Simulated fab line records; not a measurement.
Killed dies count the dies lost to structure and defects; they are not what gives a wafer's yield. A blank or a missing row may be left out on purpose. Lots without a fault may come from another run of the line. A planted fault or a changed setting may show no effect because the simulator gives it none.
What tool caused it? / flow sky130 / 45 wafers from 15 lots sampled at 4 of the route's 708 steps

## WHAT THE GAUGES SHOWED, per wafer
SKY_LDD_HVP_OVL_MEAS_07.
lot=L464; measured=day 22 00:37; on=overlay-02; LDD_HVP_OVL (nm)=-2.4 -1.1 -1.9
lot=L466; measured=day 22 18:03; on=overlay-01; LDD_HVP_OVL (nm)=-4.3 -1.5 -2.4
lot=L467; measured=day 23 06:01; on=overlay-02; LDD_HVP_OVL (nm)=1.4 1.4 1.1
lot=L468; measured=day 23 11:42; on=overlay-01; LDD_HVP_OVL (nm)=-1.2 0.1 -1.3
lot=L469; measured=day 23 19:20; on=overlay-02; LDD_HVP_OVL (nm)=-0.9 0.3 -2.3
lot=L470; measured=day 24 11:28; on=overlay-02; LDD_HVP_OVL (nm)=-0.6 -0.6 0.2
lot=L472; measured=day 25 07:08; on=overlay-02; LDD_HVP_OVL (nm)=0.0 0.1 -0.7
lot=L473; measured=day 25 08:49; on=overlay-02; LDD_HVP_OVL (nm)=-0.7 0.6 -1.4
lot=L474; measured=day 25 20:34; on=overlay-02; LDD_HVP_OVL (nm)=-0.6 -2.2 -1.3
lot=L475; measured=day 25 23:03; on=overlay-02; LDD_HVP_OVL (nm)=0.9 0.4 0.3
lot=L477; measured=day 27 01:18; on=overlay-01; LDD_HVP_OVL (nm)=-2.4 -3.4 -2.2
lot=L482; measured=day 28 08:43; on=overlay-02; LDD_HVP_OVL (nm)=-1.9 -1.5 -1.1
lot=L483; measured=day 28 18:07; on=overlay-01; LDD_HVP_OVL (nm)=-1.7 -1.2 -2.5
lot=L485; measured=day 29 05:52; on=overlay-02; LDD_HVP_OVL (nm)=0.9 1.9 0.9
lot=L486; measured=day 29 11:31; on=overlay-01; LDD_HVP_OVL (nm)=1.9 1.8 1.8

SKY_SD_P_CD_MEAS_07 targets a cd of 380 nm.
lot=L464; measured=day 25 21:13; on=cdSem-02; cdNm (nm)=381.1 380.0 379.0
lot=L466; measured=day 26 14:12; on=cdSem-01; cdNm (nm)=381.7 380.9 379.8
lot=L467; measured=day 27 02:12; on=cdSem-01; cdNm (nm)=381.8 383.2 382.7
lot=L468; measured=day 27 06:04; on=cdSem-01; cdNm (nm)=380.0 381.1 381.9
lot=L469; measured=day 27 15:37; on=cdSem-01; cdNm (nm)=379.6 380.2 380.8
lot=L470; measured=day 28 05:36; on=cdSem-01; cdNm (nm)=379.6 378.9 383.3
lot=L472; measured=day 29 02:05; on=cdSem-01; cdNm (nm)=382.7 385.3 383.5
lot=L473; measured=day 29 02:28; on=cdSem-01; cdNm (nm)=379.1 379.2 379.7
lot=L474; measured=day 29 13:37; on=cdSem-01; cdNm (nm)=381.8 382.4 381.4
lot=L475; measured=day 29 15:47; on=cdSem-01; cdNm (nm)=383.6 381.3 380.6
lot=L477; measured=day 30 16:28; on=cdSem-01; cdNm (nm)=380.8 381.9 380.8
lot=L482; measured=day 32 00:00; on=cdSem-01; cdNm (nm)=376.9 375.4 376.5
lot=L483; measured=day 32 07:51; on=cdSem-02; cdNm (nm)=380.3 378.3 378.7
lot=L485; measured=day 32 20:09; on=cdSem-02; cdNm (nm)=379.7 381.0 381.6
lot=L486; measured=day 32 22:51; on=cdSem-02; cdNm (nm)=385.0 381.2 383.3

SKY_SD_N_OVL_MEAS_08.
lot=L464; measured=day 28 08:08; on=overlay-01; SD_N_OVL (nm)=0.1 0.3 0.8
lot=L466; measured=day 28 22:32; on=overlay-01; SD_N_OVL (nm)=-1.1 -1.8 -1.7
lot=L467; measured=day 29 11:15; on=overlay-01; SD_N_OVL (nm)=-0.3 0.0 1.1
lot=L468; measured=day 29 14:59; on=overlay-02; SD_N_OVL (nm)=2.5 1.5 1.0
lot=L469; measured=day 30 00:45; on=overlay-01; SD_N_OVL (nm)=1.0 1.0 0.7
lot=L470; measured=day 30 13:20; on=overlay-01; SD_N_OVL (nm)=2.3 1.6 0.5
lot=L472; measured=day 31 10:03; on=overlay-01; SD_N_OVL (nm)=0.2 0.7 0.9
lot=L473; measured=day 31 10:39; on=overlay-02; SD_N_OVL (nm)=-0.7 -1.8 -1.6
lot=L474; measured=day 31 20:59; on=overlay-02; SD_N_OVL (nm)=-0.2 0.0 -1.0
lot=L475; measured=day 32 00:40; on=overlay-02; SD_N_OVL (nm)=0.8 1.2 -0.3
lot=L477; measured=day 32 22:42; on=overlay-01; SD_N_OVL (nm)=-0.3 -1.2 1.8
lot=L482; measured=day 34 04:59; on=overlay-02; SD_N_OVL (nm)=0.7 0.6 -0.1
lot=L483; measured=day 34 13:54; on=overlay-01; SD_N_OVL (nm)=-2.8 -1.3 -0.4
lot=L485; measured=day 35 01:13; on=overlay-01; SD_N_OVL (nm)=-1.2 1.3 0.1
lot=L486; measured=day 35 03:47; on=overlay-01; SD_N_OVL (nm)=0.4 0.7 -0.5

## WHICH TOOL RAN EACH LOT (tool, then ch and the chambers of the sampled wafers, then the start)
lot=L464; SKY_RES_XHIGH_COAT_02=lithoTrack-04 ch 0, day 26 12:18
lot=L466; SKY_RES_XHIGH_COAT_02=lithoTrack-04 ch 0, day 27 04:36
lot=L467; SKY_RES_XHIGH_COAT_02=lithoTrack-04 ch 0, day 27 16:18
lot=L468; SKY_RES_XHIGH_COAT_02=lithoTrack-03 ch 0, day 27 20:32
lot=L469; SKY_RES_XHIGH_COAT_02=lithoTrack-03 ch 0, day 28 06:45
lot=L470; SKY_RES_XHIGH_COAT_02=lithoTrack-04 ch 0, day 28 19:14
lot=L472; SKY_RES_XHIGH_COAT_02=lithoTrack-04, day 29 16:18
lot=L473; SKY_RES_XHIGH_COAT_02=lithoTrack-04, day 29 16:59
lot=L474; SKY_RES_XHIGH_COAT_02=lithoTrack-04, day 30 03:00
lot=L475; SKY_RES_XHIGH_COAT_02=lithoTrack-04 ch 0, day 30 05:23
lot=L477; SKY_RES_XHIGH_COAT_02=lithoTrack-04 ch 0, day 31 06:06
lot=L482; SKY_RES_XHIGH_COAT_02=lithoTrack-02 ch 0, day 32 13:01
lot=L483; SKY_RES_XHIGH_COAT_02=lithoTrack-04 ch 0, day 32 21:30
lot=L485; SKY_RES_XHIGH_COAT_02=lithoTrack-02 ch 0, day 33 09:23
lot=L486; SKY_RES_XHIGH_COAT_02=lithoTrack-02 ch 0, day 33 12:01
- SKY_RES_XHIGH_COAT_02: resist thk 1140 nm.

## WHAT THE TOOLS THEMSELVES READ (means of the sampled wafers that have a number; where no wafer has one, the mark that the record gives instead)
SKY_RES_XHIGH_COAT_02.
lot=L464; tool=lithoTrack-04; chillPlateTempC (C)=22.87; dispensePressureKPa (kPa)=51.4
lot=L466; tool=lithoTrack-04; chillPlateTempC (C)=22.90; dispensePressureKPa (kPa)=51.4
lot=L467; tool=lithoTrack-04; chillPlateTempC (C)=23.04; dispensePressureKPa (kPa)=51.4
lot=L468; tool=lithoTrack-03; chillPlateTempC (C)=23.10; dispensePressureKPa (kPa)=49.1
lot=L469; tool=lithoTrack-03; chillPlateTempC (C)=23.05; dispensePressureKPa (kPa)=49.1
lot=L470; tool=lithoTrack-04; chillPlateTempC (C)=22.95; dispensePressureKPa (kPa)=51.4
lot=L472; tool=lithoTrack-04; chillPlateTempC (C)=-; dispensePressureKPa (kPa)=-
lot=L473; tool=lithoTrack-04; chillPlateTempC (C)=-; dispensePressureKPa (kPa)=-
lot=L474; tool=lithoTrack-04; chillPlateTempC (C)=-; dispensePressureKPa (kPa)=-
lot=L475; tool=lithoTrack-04; chillPlateTempC (C)=23.00; dispensePressureKPa (kPa)=51.4
lot=L477; tool=lithoTrack-04; chillPlateTempC (C)=22.93; dispensePressureKPa (kPa)=51.4
lot=L482; tool=lithoTrack-02; chillPlateTempC (C)=23.08; dispensePressureKPa (kPa)=48.6
lot=L483; tool=lithoTrack-04; chillPlateTempC (C)=23.00; dispensePressureKPa (kPa)=51.4
lot=L485; tool=lithoTrack-02; chillPlateTempC (C)=22.96; dispensePressureKPa (kPa)=48.6
lot=L486; tool=lithoTrack-02; chillPlateTempC (C)=23.10; dispensePressureKPa (kPa)=48.6

## THE ANSWER, worked out from the rows above alone
Rule: usual is defined by the lots themselves. The widest of any qualifying gaps counts: lots, ordered by their means at a reading, are off when they make up no more than a third of the lots, leave a main group of 4 or more, and stand apart from it by 3 or more times the standard deviation of that group's means. A main group whose means are all the same, to the digits that the tables above print for the reading, isn't used. A lot without any number at a reading at which 4 lots or more have one is off too. The other lots that the step has rows for count as sound. The gauges are gone through in route order, then the tools' own readings, and for those a lot's mean is taken as printed above. The first step at which some lot is off is used, and at that step the reading that is off furthest; a lot without a number counts as furthest.
Off, at SKY_RES_XHIGH_COAT_02 on chillPlateTempC: L472, L473, L474. Without a number there: L472, L473, L474. Main group: mean 23.00 C, sd 0.074.
If a tool, at that step or one of the process steps before it, ran each lot that is off and ran no sound lot following the first of them, it fits. No candidate that was tried fits.

## WHAT WAS PUT IN BY THE SIMULATOR
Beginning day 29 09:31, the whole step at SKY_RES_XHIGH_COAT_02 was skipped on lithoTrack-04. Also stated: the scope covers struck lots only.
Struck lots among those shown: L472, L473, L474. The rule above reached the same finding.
